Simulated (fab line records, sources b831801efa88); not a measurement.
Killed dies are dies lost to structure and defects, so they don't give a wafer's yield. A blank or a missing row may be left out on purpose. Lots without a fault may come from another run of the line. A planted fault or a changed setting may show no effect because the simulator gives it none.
A struck lot beside a sound one | flow sky130 | 16 steps out of a route of 708
Sound: wafers L599.1, L599.4, L599.6. Struck: wafers L610.3, L610.4, L610.5. The cause comes at the end.
At each step with rows: each side's tool, then ch and its chambers, then its first start. Under that, the readings that differ: sound wafers | struck wafers | difference of the means | sigmas: that difference in standard deviations of wafers without a fault.
alike: readings whose means differ by less than 2 such deviations, and words and numbers that are the same on both sides. not compared: withheld readings, readings that some wafer has no value for, bounds like >300 that may hide the same value, and numbers for which the record gives no deviation and whose values overlap.
The two part at a step that has a row with sigmas, a row that says differs or no value, or rows on one side only. Numbers that don't overlap but have no deviation are shown without sigmas and don't part them. A reading that every wafer of one side lacks parts them only if that side has two wafers or more.

SKY_LOCAL_INTERCONNECT_THK_MEAS_02: measures by xrf.
  sound on film_metro-02, day 31 22:41; struck on film_metro-02, day 35 22:37
  alike: LOCAL_INTERCONNECT_TIN_THK
then, 8 steps without rows for these wafers: SKY_LOCAL_INTERCONNECT_DEHYDRATE_03 (time 60 s); SKY_LOCAL_INTERCONNECT_HMDS_04 (prime time 60 s); SKY_LOCAL_INTERCONNECT_COAT_05 (resist thk 60 nm); SKY_LOCAL_INTERCONNECT_COAT_06 (resist thk 450 nm); SKY_LOCAL_INTERCONNECT_SOFTBAKE_07 (time 90 s); SKY_LOCAL_INTERCONNECT_EXPOSE_08 (exposes mask LI1M, target cd 170 nm); SKY_LOCAL_INTERCONNECT_PEB_09; SKY_LOCAL_INTERCONNECT_DEVELOP_10 (develop time 60 s).
SKY_LOCAL_INTERCONNECT_CD_MEAS_11: target cd 170 nm.
  sound on cd_sem-02, day 33 02:01; struck on cd_sem-02, day 37 00:21
  alike: cd_nm
SKY_LOCAL_INTERCONNECT_OVL_MEAS_12:
  sound on overlay-01, day 33 02:08; struck on overlay-01, day 37 00:26
  alike: LOCAL_INTERCONNECT_OVL
SKY_LOCAL_INTERCONNECT_ETCH_13: etches BARC in N2/H2, stops on SiO2, time 45.9 s, target depth 60 nm.
  sound on rie_metal-01 ch 0,1, day 33 02:10; struck on rie_metal-03 ch 0,1, day 37 00:29
  alike: bias_w, chamber_pressure_mTorr, drypump_motor_current_A, oes_product_au, throttle_valve_pct
  not compared: rf_hours_counter_h
SKY_LOCAL_INTERCONNECT_METAL_ETCH_14: etches TiN in Cl2/BCl3, stops on PSG, target depth 110 nm, time 31.4 s.
  sound on rie_metal-01 ch 0,1, day 33 02:14; struck on rie_metal-03 ch 0,1, day 37 00:32
  no value came back on the struck wafers for any of 5 readings (bcl3_flow_sccm (sccm), bias_w (W) and others); on the sound wafers bcl3_flow_sccm (sccm) reads 29.99 30.10 29.99
  reading                                                   | sound           | struck            | difference | sigmas
  model.KrF-thick_of_LOCAL_INTERCONNECT_COAT_06.thk_nm (nm) | 349.7 349.9 349 | 392.1 392.9 391.6 | +42.7      |
  not compared: rf_hours_counter_h
SKY_LOCAL_INTERCONNECT_STRIP_15: strips in O2/N2.
  sound on plasma_asher-01 ch 0,1, day 33 02:17; struck on plasma_asher-01 ch 0,1, day 37 00:37
  reading                      | sound             | struck            | difference | sigmas
  oes_product_au (a.u.)        | 0.428 0.431 0.425 | 0.445 0.448 0.445 | +0.018     | +4
  strip_time_to_endpoint_s (s) | 4.734 4.731 4.733 | 5.185 5.207 5.180 | +0.458     | +27
  alike: drypump_motor_current_A
  not compared: rf_hours_counter_h
then, 1 step without rows for these wafers: SKY_LOCAL_INTERCONNECT_STRIP_16 (strips in post etch residue remover, time 1200 s).
-- the record jumps here: 13 days lie between the struck wafers' starts before and after (it left off in module LOCAL_INTERCONNECT and takes up again in module PAD_OPEN, whose first step shown is number 708 of the route) --
SKY_PAD_OPEN_PROBE_99:
  sound on prober-01, day 47 21:09; struck on prober-01, day 50 10:22
  reading            | sound     | struck      | difference | sigmas
  killed_at_contacts | 25 16 30  | 438 434 431 | +411       | +70
  killed_dies        | 105 80 94 | 492 492 492 | +399       | +36
  killed_on_rim      | 22 13 19  | 96 96 96    | +78        | +22
  alike: killed_at_M0_to_M3, killed_at_M4_up, killed_at_front_end, killed_at_other, killed_open, killed_short

WHERE THEY PART
First at SKY_LOCAL_INTERCONNECT_METAL_ETCH_14; last, within this record, at SKY_PAD_OPEN_PROBE_99.

WHY: what the simulator had put in
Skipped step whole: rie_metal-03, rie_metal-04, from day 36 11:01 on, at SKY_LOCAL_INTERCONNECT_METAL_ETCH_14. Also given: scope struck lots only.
